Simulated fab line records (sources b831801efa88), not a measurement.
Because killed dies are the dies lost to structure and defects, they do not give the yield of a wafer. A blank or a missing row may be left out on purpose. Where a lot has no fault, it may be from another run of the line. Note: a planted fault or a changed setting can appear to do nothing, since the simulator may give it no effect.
Which tool did it? | flow gf180mcu | 14 lots, 42 wafers sampled, at 3 steps of a route of 602

== WHAT THE GAUGES READ, wafer by wafer ==
GF_SALICIDE_THK_MEAS_05: measures by xrf.
lot  | measured     | on            | SALICIDE_TIN_THK (nm)
L700 | day 15 17:59 | film_metro-04 | 19.91 19.96 20.02
L701 | day 16 05:28 | film_metro-03 | 19.86 19.81 19.87
L702 | day 16 12:37 | film_metro-01 | 20.37 20.10 20.37
L703 | day 16 18:05 | film_metro-04 | 20.07 20.14 20.09
L704 | day 16 19:55 | film_metro-04 | 19.75 19.82 19.82
L705 | day 17 08:23 | film_metro-01 | 19.59 19.62 19.54
L706 | day 17 14:39 | film_metro-04 | 20.16 20.04 20.07
L707 | day 18 03:56 | film_metro-04 | 19.97 19.95 19.91
L713 | day 20 10:21 | film_metro-03 | 19.94 19.95 19.80
L714 | day 20 14:22 | film_metro-04 | 20.27 19.92 20.23
L715 | day 20 20:10 | film_metro-01 | 20.22 20.20 20.04
L719 | day 22 08:31 | film_metro-03 | 19.98 20.13 20.04
L721 | day 23 00:38 | film_metro-03 | 19.79 19.76 19.90
L722 | day 23 07:34 | film_metro-03 | 20.07 20.05 20.05

== EACH LOT AND THE TOOL THAT RAN IT (in order: tool; ch and the chambers of the sampled wafers; start) ==
lot  | GF_SAB_ETCH_11                     | GF_SAB_WET_ETCH_12
L700 | rie_diel-04 ch 0,1,2, day 15 17:27 | wet_bench-03 ch 1, day 15 17:28
L701 | rie_diel-04 ch 0,1, day 16 04:55   | wet_bench-01 ch 0, day 16 04:56
L702 | rie_diel-02 ch 0,1, day 16 12:03   | wet_bench-01 ch 3, day 16 12:04
L703 | rie_diel-04 ch 0,1,3, day 16 17:34 | wet_bench-03 ch 0, day 16 17:35
L704 | rie_diel-02 ch 1,3, day 16 19:23   | wet_bench-04 ch 1, day 16 19:24
L705 | rie_diel-01 ch 0,3, day 17 07:49   | wet_bench-01 ch 0, day 17 07:50
L706 | rie_diel-01 ch 0,1,2, day 17 14:07 | wet_bench-04 ch 3, day 17 14:08
L707 | rie_diel-01 ch 0,1, day 18 03:24   | wet_bench-01 ch 0, day 18 03:25
L713 | rie_diel-02 ch 0,1,3, day 20 09:40 | wet_bench-04 ch 3, day 20 09:41
L714 | rie_diel-02 ch 2,3, day 20 13:42   | wet_bench-04 ch 0, day 20 13:43
L715 | rie_diel-04 ch 0,2,3, day 20 19:39 | wet_bench-03 ch 1, day 20 19:40
L719 | rie_diel-01 ch 0,1,3, day 22 08:00 | wet_bench-01 ch 2, day 22 08:01
L721 | rie_diel-02 ch 1,2,3, day 23 00:05 | wet_bench-01 ch 2, day 23 00:06
L722 | rie_diel-01 ch 0,2,3, day 23 06:52 | wet_bench-01 ch 0, day 23 06:53
- GF_SAB_ETCH_11: etches SiO2 in C4F8/O2/Ar, target depth 55 nm, time 8.5 s.
- GF_SAB_WET_ETCH_12: etches SiO2 in dHF, target depth 22 nm, time 440 s.

== WHAT THE TOOLS THEMSELVES READ (means of the sampled wafers that have a number; where no wafer has one, the mark that the record gives instead) ==
GF_SAB_ETCH_11.
lot  | tool        | oes_product_au (a.u.)
L700 | rie_diel-04 | 1.002
L701 | rie_diel-04 | 1.014
L702 | rie_diel-02 | 0.999
L703 | rie_diel-04 | 1.002
L704 | rie_diel-02 | 0.999
L705 | rie_diel-01 | 1.006
L706 | rie_diel-01 | 1.000
L707 | rie_diel-01 | 0.994
L713 | rie_diel-02 | 1.005
L714 | rie_diel-02 | 0.998
L715 | rie_diel-04 | 1.006
L719 | rie_diel-01 | 0.996
L721 | rie_diel-02 | 0.997
L722 | rie_diel-01 | 1.008

GF_SAB_WET_ETCH_12.
lot  | tool         | run_length_s (s)
L700 | wet_bench-03 | 472
L701 | wet_bench-01 | 474
L702 | wet_bench-01 | 473
L703 | wet_bench-03 | 465
L704 | wet_bench-04 | 475
L705 | wet_bench-01 | 368
L706 | wet_bench-04 | 474
L707 | wet_bench-01 | 369
L713 | wet_bench-04 | 466
L714 | wet_bench-04 | 466
L715 | wet_bench-03 | 465
L719 | wet_bench-01 | 464
L721 | wet_bench-01 | 464
L722 | wet_bench-01 | 472

== THE ANSWER, worked out from the rows above alone ==
Rule: the lots themselves supply what counts as usual. Put in order of their means at a reading, lots are off if they are a third of the lots or fewer, leave a main group of 4 or more, and stand apart from it by a gap of 3 or more times the standard deviation of the main group's means; of several such gaps the widest counts. A main group is skipped when, at the precision printed for the reading in the tables above, its means are all equal. Also off: a lot with no number at a reading for which 4 or more lots have one. Any other lot the step has rows for is counted as sound. Order of review: gauges by route order, followed by the tools' own readings, for which a lot's mean as printed above is used. At the first step where some lot is off, the reading lying furthest off is the one used; lots without a number count as furthest.
Off at GF_SAB_WET_ETCH_12 (run_length_s): L705, L707. The main group has a mean of 469 s with a standard deviation of 4.3.
A tool fits if, at that step or a process step before it, it ran every lot that is off, and no sound lot after the first of them. Of those tried, none fits.

== WHAT THE SIMULATOR HAD INSERTED ==
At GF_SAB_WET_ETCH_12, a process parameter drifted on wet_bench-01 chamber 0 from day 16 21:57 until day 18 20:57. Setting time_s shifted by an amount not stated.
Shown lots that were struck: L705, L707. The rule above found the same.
